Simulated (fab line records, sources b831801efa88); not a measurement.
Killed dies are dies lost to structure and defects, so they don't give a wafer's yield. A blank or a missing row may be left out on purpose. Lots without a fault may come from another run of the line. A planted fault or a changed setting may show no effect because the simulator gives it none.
fab line records | flow sky130
record lots=10 wafers=30 last_day=50
route steps=708 shown LOCAL_INTERCONNECT@400 CONTACT@420 VIA3@576 CAP2M@605 PAD_OPEN@708
lots that met no fault: from a run of the same line without faults
start_h: hours from the record's first day to the start of the lot's first wafer shown | wait_h: hours since the lot's step before | " the same as in the row above | L1.1+2: a row that stands for several wafers | - no value, or no start given | * or withheld: withheld | < > ~ a bound
route shown NAME@n: a module of which the file shows steps, and the number in the route of the first | usual: mean/standard deviation of fault-free wafers | same: alike in all rows | chamber/n: place in a boat | sites: the reading at each site | _std_site: their standard deviation | _edge_site: outer sites' mean less inner sites' | radius_mm: how far each site lies from the wafer's centre | mask NAME#n: copy n | behind: the tool/chamber that last shaped the wafer | hold: why the lot was held/for how many hours/how that ended | device: the transistor (n, p or np) that didn't switch | end of line: the same wafers' tests at the end of the route | a step without rows: its recipe alone | killed: dies lost to structure and defects at the first sort, not the wafer's yield | map: a wafer's dies, x killed, . not, _ none there
set.NAME: the setting as run; set.NAME@STEP: as run at that earlier step | model.NAME: the simulator's own value behind a step, which no gauge read
steps of the route over a sample of lots; a table a step, a row a wafer
services: from which hour (start_h, from the record's first day; less than 0 if before it) a tool's chamber was out of use, for how many hours, and why
## steps
# step SKY_LOCAL_INTERCONNECT_ETCH_13
# recipe chemistry=N2/H2 target=BARC ion_energy_ev=200 bias_w=100 pressure_mtorr=30 n2_flow_sccm=100 h2_flow_sccm=200 icp_w=500 stop_on=SiO2 time_s=45.9 target_depth_a=600
# usual drypump_motor_current_A=5.8/0.32 oes_product_au=0.855/0.0047 throttle_valve_pct=13.223/0.0089
# columns lot.wafer tool chamber start_h wait_h drypump_motor_current_A oes_product_au rf_hours_counter_h throttle_valve_pct
L234.1 rie_metal-02 0 716.07 0.0 5.5 0.856 11 13.226
L234.2 " 0 " " 5.5 0.851 - 13.219
L234.6 " 0 " " 5.5 0.860 - 13.244
L235.1 rie_metal-02 0 723.97 0.0 5.5 0.852 12 13.225
L235.3 " 0 " " 5.5 0.854 - 13.226
L235.5 " 1 " " 6.0 0.859 - 13.219
L236.1 rie_metal-02 1 727.42 0.0 6.0 0.855 0 13.239
L236.4 " 0 " " 5.5 0.848 - 13.220
L236.6 " 0 " " 5.5 0.852 - 13.226
L238.1 rie_metal-03 1 754.64 0.0 6.4 0.864 13 13.233
L238.3 " 1 " " 6.3 0.853 - 13.215
L238.5 " 0 " " 5.8 0.850 - 13.214
L239.1 rie_metal-02 1 765.29 0.0 6.0 0.848 1 13.231
L239.4 " 0 " " 5.5 0.859 - 13.216
L239.6 " 0 " " 5.5 0.851 - 13.217
L247.1 rie_metal-04 0 813.69 0.0 5.4 0.858 10 13.232
L247.3 " 1 " " 5.9 0.851 - 13.230
L247.4 " 0 " " 5.4 0.862 - 13.240
L248.1 rie_metal-04 0 829.17 0.0 5.4 0.854 10 13.220
L248.2 " 1 " " 5.9 0.860 13 13.224
L248.3 " 1 " " 5.9 0.861 - 13.221
L249.2 rie_metal-03 1 834.51 0.0 6.3 0.853 - 13.237
L249.4 " 1 " " 6.4 0.857 - 13.242
L249.6 " 1 " " 6.3 0.858 - 13.221
L251.4 rie_metal-04 1 848.29 0.0 5.9 0.848 - 13.233
L251.5 " 0 " " 5.4 0.858 - 13.216
L251.6 " 1 " " 5.9 0.858 - 13.218
L255.2 rie_metal-04 0 870.62 0.0 5.4 0.855 12 13.220
L255.4 " 1 " " 6.0 0.855 - 13.229
L255.5 " 0 " " 5.4 0.857 - 13.221
# step SKY_CONTACT_CD_MEAS_14
# recipe target_cd_nm=170
# usual cd_nm=170.4/1.7
# columns lot.wafer tool chamber start_h wait_h cd_nm
L234.1 cd_sem-02 - 744.61 - 172.2
L234.2 " - " " 171.1
L234.6 " - " " 170.7
L235.1 cd_sem-01 - 752.20 - 170.2
L235.3 " - " " 171.7
L235.5 " - " " 169.1
L236.1 cd_sem-02 - 755.80 - 168.1
L236.4 " - " " 167.2
L236.6 " - " " 168.6
L238.1 cd_sem-02 - 783.26 - 175.7
L238.3 " - " " 174.5
L238.5 " - " " 176.2
L239.1 cd_sem-01 - 793.21 - 170.8
L239.4 " - " " 171.8
L239.6 " - " " 172.1
L247.1 cd_sem-02 - 841.40 - 169.6
L247.3 " - " " 169.1
L247.4 " - " " 168.5
L248.1 cd_sem-02 - 856.40 - 170.5
L248.2 " - " " 170.3
L248.3 " - " " 169.2
L249.2 cd_sem-02 - 862.77 - 167.8
L249.4 " - " " 166.8
L249.6 " - " " 166.8
L251.4 cd_sem-01 - 875.47 - 170.3
L251.5 " - " " 170.6
L251.6 " - " " 170.2
L255.2 cd_sem-02 - 897.68 - 171.1
L255.4 " - " " 170.6
L255.5 " - " " 169.4
# step SKY_VIA3_BOW_MEAS_03
# recipe mode=bow
# usual VIA3_BOW=80/8.8
# columns lot.wafer tool chamber start_h wait_h VIA3_BOW[um]
L234.1 film_metro-03 - 912.72 0.1 69
L234.2 " - " " 71
L234.6 " - " " 81
L235.1 film_metro-04 - 920.87 0.2 80
L235.3 " - " " 87
L235.5 " - " " 92
L236.1 film_metro-03 - 922.59 0.1 94
L236.4 " - " " 87
L236.6 " - " " 92
L238.1 film_metro-03 - 947.81 0.1 91
L238.3 " - " " 73
L238.5 " - " " 83
L239.1 film_metro-03 - 957.80 0.2 82
L239.4 " - " " 70
L239.6 " - " " 75
L247.1 film_metro-01 - 1000.67 0.2 83
L247.3 " - " " 81
L247.4 " - " " 97
L248.1 film_metro-03 - 1017.28 0.2 90
L248.2 " - " " 80
L248.3 " - " " 67
L249.2 film_metro-03 - 1021.71 0.3 81
L249.4 " - " " 71
L249.6 " - " " 88
L251.4 film_metro-01 - 1030.58 0.2 97
L251.5 " - " " 90
L251.6 " - " " 82
L255.2 film_metro-01 - 1052.97 0.2 94
L255.4 " - " " 83
L255.5 " - " " 83
# step SKY_CAP2M_SPUTTER_02
# recipe material=TiN target_thk_nm=200 temp_c=300 power_w=6500 time_s=166.7 chamber_pressure_pa=0.4
# usual throttle_valve_pct=30.3/0.89
# columns lot.wafer tool chamber start_h wait_h throttle_valve_pct
L234.1 pvd_sputter-01 - 939.21 0.1 29.9
L234.2 " - " " 30.4
L234.6 " - " " 30.3
L235.1 pvd_sputter-02 - 947.44 0.1 31.2
L235.3 " - " " 29.9
L235.5 " - " " 31.5
L236.1 pvd_sputter-01 - 948.67 0.1 30.4
L236.4 " - " " 29.1
L236.6 " - " " 30.1
L238.1 pvd_sputter-02 - 975.34 0.1 30.5
L238.3 " - " " 29.9
L238.5 " - " " 29.8
L239.1 pvd_sputter-01 - 984.08 0.1 30.1
L239.4 " - " " 29.8
L239.6 " - " " 30.4
L247.1 pvd_sputter-01 - 1025.34 0.1 31.9
L247.3 " - " " 29.0
L247.4 " - " " 29.0
L248.1 pvd_sputter-01 - 1041.66 0.1 29.0
L248.2 " - " " 30.1
L248.3 " - " " 31.8
L249.2 pvd_sputter-02 - 1045.92 0.0 31.2
L249.4 " - " " 30.0
L249.6 " - " " 30.6
L251.4 pvd_sputter-02 - 1054.67 0.0 31.1
L251.5 " - " " 30.1
L251.6 " - " " 31.5
L255.2 pvd_sputter-01 - 1076.16 0.0 29.1
L255.4 " - " " 30.0
L255.5 " - " " 29.4
# step SKY_CAP2M_RS_MEAS_03
# recipe thk_meas_gauge=four-point-probe reads=TiN_of_CAP2M_SPUTTER_02
# usual CAP2M_TIN_RS=6.92/0.084
# columns lot.wafer tool chamber start_h wait_h CAP2M_TIN_RS[ohm/sq]
L234.1 film_metro-02 - 939.32 0.1 6.86
L234.2 " - " " 6.78
L234.6 " - " " 6.77
L235.1 film_metro-02 - 947.55 0.1 6.81
L235.3 " - " " 6.88
L235.5 " - " " 6.84
L236.1 film_metro-03 - 948.78 0.1 6.80
L236.4 " - " " 6.90
L236.6 " - " " 6.80
L238.1 film_metro-03 - 975.45 0.1 7.03
L238.3 " - " " 7.10
L238.5 " - " " 7.10
L239.1 film_metro-03 - 984.19 0.1 6.77
L239.4 " - " " 6.76
L239.6 " - " " 6.79
L247.1 film_metro-04 - 1025.45 0.1 6.89
L247.3 " - " " 6.94
L247.4 " - " " 6.95
L248.1 film_metro-04 - 1041.77 0.1 7.01
L248.2 " - " " 7.00
L248.3 " - " " 6.94
L249.2 film_metro-02 - 1046.05 0.1 6.97
L249.4 " - " " 7.05
L249.6 " - " " 6.99
L251.4 film_metro-02 - 1054.84 0.1 7.02
L251.5 " - " " 7.14
L251.6 " - " " 6.99
L255.2 film_metro-03 - 1076.29 0.1 6.51
L255.4 " - " " 6.51
L255.5 " - " " 6.53
# step SKY_CAP2M_THK_MEAS_04
# recipe thk_meas_gauge=xrf reads=TiN_of_CAP2M_SPUTTER_02
# usual CAP2M_TIN_THK=196.9/2.5
# columns lot.wafer tool chamber start_h wait_h CAP2M_TIN_THK[nm]
L234.1 film_metro-02 - 939.44 0.1 197.5
L234.2 " - " " 199.0
L234.6 " - " " 199.8
L235.1 film_metro-02 - 947.67 0.1 199.6
L235.3 " - " " 196.5
L235.5 " - " " 196.6
L236.1 film_metro-03 - 948.90 0.1 201.5
L236.4 " - " " 199.0
L236.6 " - " " 201.4
L238.1 film_metro-03 - 975.57 0.1 194.2
L238.3 " - " " 191.2
L238.5 " - " " 191.6
L239.1 film_metro-03 - 984.31 0.1 200.9
L239.4 " - " " 202.1
L239.6 " - " " 201.6
L247.1 film_metro-04 - 1025.57 0.1 198.7
L247.3 " - " " 195.9
L247.4 " - " " 196.8
L248.1 film_metro-04 - 1041.89 0.1 196.2
L248.2 " - " " 194.4
L248.3 " - " " 196.5
L249.2 film_metro-02 - 1046.16 0.1 195.3
L249.4 " - " " 192.6
L249.6 " - " " 194.3
L251.4 film_metro-02 - 1054.93 0.1 193.8
L251.5 " - " " 190.4
L251.6 " - " " 194.1
L255.2 film_metro-03 - 1076.40 0.1 208.5
L255.4 " - " " 207.7
L255.5 " - " " 207.3
# step SKY_CAP2M_METAL_ETCH_13
# recipe target_depth_nm=220 stop_on=SiO2 chemistry=Cl2/BCl3 target=TiN pressure_mtorr=10 icp_w=900 bias_w=48.5 Cl2_flow_sccm=60 bcl3_flow_sccm=30 time_s=62.9
# usual drypump_motor_current_A=6.1/0.37 oes_product_au=0.940/0.0084 throttle_valve_pct=21.902/0.0098
# columns lot.wafer tool chamber start_h wait_h drypump_motor_current_A oes_product_au rf_hours_counter_h throttle_valve_pct
L234.1 rie_metal-03 0 963.84 0.0 5.8 0.940 6 21.887
L234.2 " 1 " " 6.3 0.959 6 21.891
L234.6 " 0 " " 5.8 0.963 - 21.893
L235.1 rie_metal-02 0 971.60 0.0 5.5 0.944 7 21.890
L235.3 " 0 " " 5.5 0.941 - 21.889
L235.5 " 1 " " 6.0 0.950 - 21.897
L236.1 rie_metal-03 0 973.59 0.0 5.8 0.954 7 21.898
L236.4 " 0 " " 5.8 0.938 - 21.897
L236.6 " 1 " " 6.3 0.945 - 21.901
L238.1 rie_metal-02 1 998.60 0.0 6.0 0.930 12 21.908
L238.3 " 0 " " 5.5 0.928 - 21.905
L238.5 " 0 " " 5.5 0.924 - 21.910
L239.1 rie_metal-02 0 1007.95 0.0 5.5 0.955 9 21.910
L239.4 " 0 " " 5.5 0.957 - 21.901
L239.6 " 0 " " 5.5 0.950 - 21.892
L247.1 rie_metal-03 1 1047.89 0.0 6.3 0.944 11 21.889
L247.3 " 0 " " 5.8 0.940 - 21.920
L247.4 " 1 " " 6.3 0.943 - 21.902
L248.1 rie_metal-02 0 1063.20 0.0 5.5 0.929 12 21.889
L248.2 " 0 " " 5.5 0.930 - 21.890
L248.3 " 0 " " 5.5 0.951 - 21.903
L249.2 rie_metal-01 0 1067.97 0.0 6.3 0.932 - 21.902
L249.4 " 0 " " 6.3 0.924 - 21.921
L249.6 " 0 " " 6.4 0.931 - 21.905
L251.4 rie_metal-02 1 1075.67 0.0 6.0 0.933 - 21.911
L251.5 " 0 " " 5.5 0.924 - 21.928
L251.6 " 1 " " 6.0 0.934 - 21.899
L255.2 rie_metal-02 1 1096.90 0.0 6.0 0.978 17 21.880
L255.4 " 0 " " 5.5 0.973 - 21.881
L255.5 " 1 " " 6.0 0.965 - 21.884
# step SKY_PAD_OPEN_PROBE_99
# usual defect_limited_yield=82.6/1.8 killed_at_M0_to_M3=43/6.3 killed_at_M4_up=3.0/1.6 killed_at_contacts=25/5 killed_at_front_end=15/4.4 killed_at_other=0.3/0.8 killed_dies=85/8.7 killed_open=47/6.9 killed_short=38/6.3 sort_bin_3_pad_short=0.9/0.39 sort_bin_5_function=10.3/1.3 sort_bin_6_memory=6.2/1.1 sort_n_pass=407/8.8 sort_yield_pct=82.6/1.8
# same gross_dies=492 killed_at_back_side=0 sort_bin_4_leakage[%]=0 sort_bin_8_speed[%]=0
# columns lot.wafer tool chamber start_h wait_h defect_limited_yield[%] killed_at_M0_to_M3 killed_at_M4_up killed_at_contacts killed_at_front_end killed_at_other killed_dies killed_open killed_short sort_bin_3_pad_short[%] sort_bin_5_function[%] sort_bin_6_memory[%] sort_n_pass sort_yield_pct[%]
L234.1 prober-02 - 1083.54 0.1 79.3 45 3 34 20 0 102 54 48 0.8 13.0 6.9 390 79.3
L234.2 prober-02 - 1083.59 0.1 81.3 46 5 24 17 0 92 45 47 1.2 11.2 6.3 400 81.3
L234.6 prober-02 - 1083.79 0.2 84.1 40 3 19 16 0 78 32 46 1.0 9.6 5.3 414 84.1
L235.1 prober-01 - 1090.81 0.1 82.7 37 3 33 12 0 85 46 39 1.4 10.8 5.1 407 82.7
L235.3 prober-01 - 1090.91 0.2 83.9 41 3 23 12 0 79 41 38 1.2 10.0 4.9 413 83.9
L235.5 prober-01 - 1091.01 0.2 83.9 45 5 17 12 0 79 46 33 0.4 10.0 5.7 413 83.9
L249.2 prober-01 - 1171.86 0.1 83.9 37 4 29 9 0 79 51 28 0.4 9.8 5.9 413 83.9
L249.4 prober-01 - 1171.96 0.2 83.9 48 1 22 8 0 79 48 31 0.6 10.2 5.3 413 83.9
L249.6 prober-01 - 1172.06 0.2 80.9 43 2 33 16 0 94 54 40 1.2 10.4 7.5 398 80.9
L251.4 prober-01 - 1179.51 0.2 83.7 37 1 27 14 1 80 48 32 0.6 10.4 5.3 412 83.7
L251.5 prober-01 - 1179.56 0.2 82.5 38 3 34 11 0 86 49 37 1.4 7.5 8.5 406 82.5
L251.6 prober-01 - 1179.61 0.2 82.1 45 3 23 17 0 88 49 39 0.6 11.2 6.1 404 82.1
L255.2 prober-02 - 1195.82 0.1 85.2 36 4 24 9 0 73 36 37 1.2 8.1 5.5 419 85.2
L255.4 prober-02 - 1195.92 0.2 82.7 42 2 29 12 0 85 47 38 1.0 8.5 7.7 407 82.7
L255.5 prober-02 - 1195.97 0.2 83.3 46 5 21 10 0 82 42 40 0.4 10.0 6.3 410 83.3
# killed by level:class
L234.1 VIA1:geometric_particle:open=12 LI_CONTACT:geometric_particle:open=10 CONTACT:geometric_particle:open=9 METAL1:geometric_particle:short=7 CONTACT:geometric_particle:short=6 FIELD_ISO:geometric_particle:short=5 FIELD_ISO:geometric_particle:open=5 METAL2:geometric_particle:short=5
L234.2 VIA1:geometric_particle:open=12 LI_CONTACT:geometric_particle:open=8 CONTACT:geometric_particle:short=8 VIA2:geometric_particle:open=7 METAL1:geometric_particle:short=6 METAL2:geometric_particle:short=5 FIELD_ISO:geometric_particle:short=4 POLY_GATE:geometric_particle:open=4
L234.6 VIA1:geometric_particle:short=9 POLY_GATE:geometric_particle:short=7 CONTACT:geometric_particle:open=7 FIELD_ISO:geometric_particle:open=6 VIA2:geometric_particle:open=6 VIA2:geometric_particle:short=6 VIA1:geometric_particle:open=5 LI_CONTACT:geometric_particle:short=4
L235.1 LI_CONTACT:geometric_particle:open=12 CONTACT:geometric_particle:short=10 VIA1:geometric_particle:open=7 CONTACT:geometric_particle:open=6 VIA2:geometric_particle:open=6 VIA3:geometric_particle:open=6 METAL2:geometric_particle:short=4 VIA3:geometric_particle:short=4
L235.3 VIA1:geometric_particle:open=12 CONTACT:geometric_particle:open=7 METAL2:geometric_particle:short=6 POLY_GATE:geometric_particle:short=5 LI_CONTACT:geometric_particle:open=5 VIA2:geometric_particle:open=5 POLY_GATE:geometric_particle:open=4 LOCAL_INTERCONNECT:geometric_particle:short=4
L235.5 VIA1:geometric_particle:open=13 POLY_GATE:geometric_particle:short=8 VIA3:geometric_particle:open=7 CONTACT:geometric_particle:short=6 LI_CONTACT:geometric_particle:open=5 CONTACT:geometric_particle:open=5 VIA2:geometric_particle:open=5 VIA1:geometric_particle:short=5
L249.2 CONTACT:geometric_particle:open=12 LI_CONTACT:geometric_particle:open=9 VIA1:geometric_particle:open=7 METAL2:geometric_particle:short=5 VIA2:geometric_particle:open=5 VIA3:geometric_particle:open=4 LOCAL_INTERCONNECT:geometric_particle:short=3 CONTACT:geometric_particle:short=3
L249.4 VIA1:geometric_particle:open=13 VIA2:geometric_particle:open=9 LI_CONTACT:geometric_particle:short=6 LI_CONTACT:geometric_particle:open=5 CONTACT:geometric_particle:short=5 VIA3:geometric_particle:open=5 FIELD_ISO:geometric_particle:open=4 VIA1:geometric_particle:short=4
L249.6 CONTACT:geometric_particle:open=15 VIA1:geometric_particle:open=9 METAL2:geometric_particle:short=6 POLY_GATE:geometric_particle:open=5 LI_CONTACT:geometric_particle:open=5 VIA2:geometric_particle:open=5 VIA3:geometric_particle:short=5 FIELD_ISO:geometric_particle:open=4
L251.4 LI_CONTACT:geometric_particle:open=11 VIA1:geometric_particle:open=10 CONTACT:geometric_particle:short=6 VIA1:geometric_particle:short=6 VIA2:geometric_particle:open=5 CONTACT:geometric_particle:open=5 FIELD_ISO:geometric_particle:open=4 METAL1:geometric_particle:short=4
L251.5 CONTACT:geometric_particle:open=10 CONTACT:geometric_particle:short=10 VIA2:geometric_particle:open=7 VIA3:geometric_particle:open=7 LI_CONTACT:geometric_particle:open=6 VIA1:geometric_particle:open=6 POLY_GATE:geometric_particle:open=4 LOCAL_INTERCONNECT:geometric_particle:short=4
L251.6 VIA2:geometric_particle:open=12 LI_CONTACT:geometric_particle:open=7 CONTACT:geometric_particle:open=7 VIA3:geometric_particle:open=7 VIA1:geometric_particle:open=6 FIELD_ISO:geometric_particle:short=5 LOCAL_INTERCONNECT:geometric_particle:short=5 METAL1:geometric_particle:short=5
L255.2 CONTACT:geometric_particle:open=14 VIA1:geometric_particle:open=7 METAL2:geometric_particle:short=6 CONTACT:geometric_particle:short=5 FIELD_ISO:geometric_particle:short=4 METAL1:geometric_particle:short=4 VIA2:geometric_particle:open=4 LI_CONTACT:geometric_particle:open=3
L255.4 CONTACT:geometric_particle:open=16 VIA1:geometric_particle:open=11 CONTACT:geometric_particle:short=6 METAL1:geometric_particle:short=6 VIA1:geometric_particle:short=5 VIA2:geometric_particle:open=4 VIA3:geometric_particle:short=4 VIA3:geometric_particle:open=4
L255.5 VIA1:geometric_particle:open=15 LI_CONTACT:geometric_particle:open=6 CONTACT:geometric_particle:open=6 METAL1:geometric_particle:short=5 VIA3:geometric_particle:open=5 VIA1:geometric_particle:short=5 VIA3:geometric_particle:short=5 LOCAL_INTERCONNECT:geometric_particle:short=4
## services
# columns tool chamber start_h hours kind
rie_metal-02 1 704.36 - clean
rie_metal-02 1 704.36 13.9 scheduled_down
rie_metal-02 1 704.36 13.9 vent_cycle
rie_metal-02 0 779.06 - clean
rie_metal-02 0 779.06 14.3 scheduled_down
rie_metal-02 0 779.06 14.3 vent_cycle
rie_metal-03 1 790.03 - clean
rie_metal-03 1 790.03 19.4 scheduled_down
rie_metal-03 1 790.03 19.4 vent_cycle
rie_metal-01 - 806.79 14.6 pm
rie_metal-01 - 840.98 0.2 repair
rie_metal-03 1 859.13 12.2 repair
rie_metal-01 0 868.45 6.0 repair
rie_metal-03 - 890.32 0.9 repair
pvd_sputter-01 - 920.85 1.1 repair
rie_metal-01 - 935.23 0.3 repair
pvd_sputter-02 - 942.61 2.5 repair
rie_metal-01 - 966.71 1.4 pm
pvd_sputter-01 - 967.00 1.4 repair
rie_metal-02 - 1023.65 2.8 pm
rie_metal-03 - 1051.90 0.4 repair
rie_metal-02 1 1057.53 10.4 repair
rie_metal-01 1 1062.10 17.8 repair
rie_metal-03 - 1074.59 2.8 pm
## key
first_sign step=SKY_CAP2M_RS_MEAS_03 reading=CAP2M_TIN_RS direction=down sigmas=4.8 usual=6.92 struck=6.51
effect step=SKY_CAP2M_THK_MEAS_04 reading=CAP2M_TIN_THK direction=up sigmas=4.3 usual=196.9 struck=207.9
effect step=SKY_CAP2M_METAL_ETCH_13 reading=oes_product_au direction=up sigmas=3.8 usual=0.940 struck=0.972
met_at SKY_CAP2M_SPUTTER_02
struck_lots L255
not_acting_at SKY_LOCAL_INTERCONNECT_ETCH_13,SKY_CONTACT_CD_MEAS_14,SKY_VIA3_BOW_MEAS_03
onset_between 1041.66 1076.16
also_fits time
fault kind=process_parameter_drift tool=pvd_sputter-01 chamber=- onset_h=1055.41 steps=SKY_CAP2M_SPUTTER_02 channel=target_thk_nm offset=11.207 shape=step acts_in=these_recipes_only stated=200
